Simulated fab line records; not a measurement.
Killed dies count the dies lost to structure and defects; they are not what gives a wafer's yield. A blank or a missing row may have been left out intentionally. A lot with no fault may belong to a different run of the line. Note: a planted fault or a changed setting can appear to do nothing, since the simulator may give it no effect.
2 desks, one fault ; flow sfq-line ; only its own numbers are on each desk; what lay behind them is given at the end

## FROM THE METROLOGY DESK
Lot by lot, what the gauges showed, no matter which tool ran the lot: averages of those sampled wafers that carry a number. If a lot's mean is further than 4 standard deviations from the usual mean, the lot is out of limits and carries the mark OUT (the distance appears in the brackets).
Columns: A = L0_MONX_KI_RS at SFQ_L0_RS_MEAS_901, usual 43.4 ohm/sq; B = L0_MONX_KI_THK at SFQ_L0_THK_MEAS_902, usual 39.7 nm; C = L0V_OVL at SFQ_L0V_OVL_MEAS_903, usual 2 nm
lot;first seen here;A;B;C
L406;day 2 08:35;43.8;39.7;0
L407;day 2 13:35;42.4;40.5;6
L413;day 3 19:35;43.3;39.5;-3
L415;day 4 05:36;42.8;40.1;-1
L416;day 4 10:34;43.4;40.1;0
L424;day 6 02:34;43.9;39.0;-3
L425;day 6 07:34;43.4;39.6;4
Result from this desk: across the 7 lots, nothing is out of limits.

## TOOL OWNER'S DESK, pecvd-01
The tool's own readings at SFQ_TRILAYER_L0_CAP_PECVD_011 (deposits SiO2 from SiH4/N2O, time 13.333 s, target thk 60 nm): means of the sampled wafers that have a number, for each lot that ran on this tool. If a lot's mean is further than 4 standard deviations from the usual mean, the lot is out of limits and carries the mark OUT (the distance appears in the brackets).
Columns: A = chamber-pressure-Torr at SFQ_TRILAYER_L0_CAP_PECVD_011, usual 2.400 Torr; B = heater-power-w at SFQ_TRILAYER_L0_CAP_PECVD_011, usual 87 W; C = throttle-valve-pct at SFQ_TRILAYER_L0_CAP_PECVD_011, usual 24.4 %
lot;first seen here;A;B;C
L407;day 5 13:43;2.404;85;23.8
L413;day 7 04:42;2.398;81;24.0
L415;day 7 16:55;2.400;77;23.9
L416;day 7 21:43;2.397;79;23.9
Result from this desk: across the 4 lots, nothing is out of limits.

## TAKEN TOGETHER
At the metrology desk, nothing out of limits was observed.
Nothing out of limits was seen by the tool owner's desk.

## WHAT THE SIMULATOR HAD INSERTED
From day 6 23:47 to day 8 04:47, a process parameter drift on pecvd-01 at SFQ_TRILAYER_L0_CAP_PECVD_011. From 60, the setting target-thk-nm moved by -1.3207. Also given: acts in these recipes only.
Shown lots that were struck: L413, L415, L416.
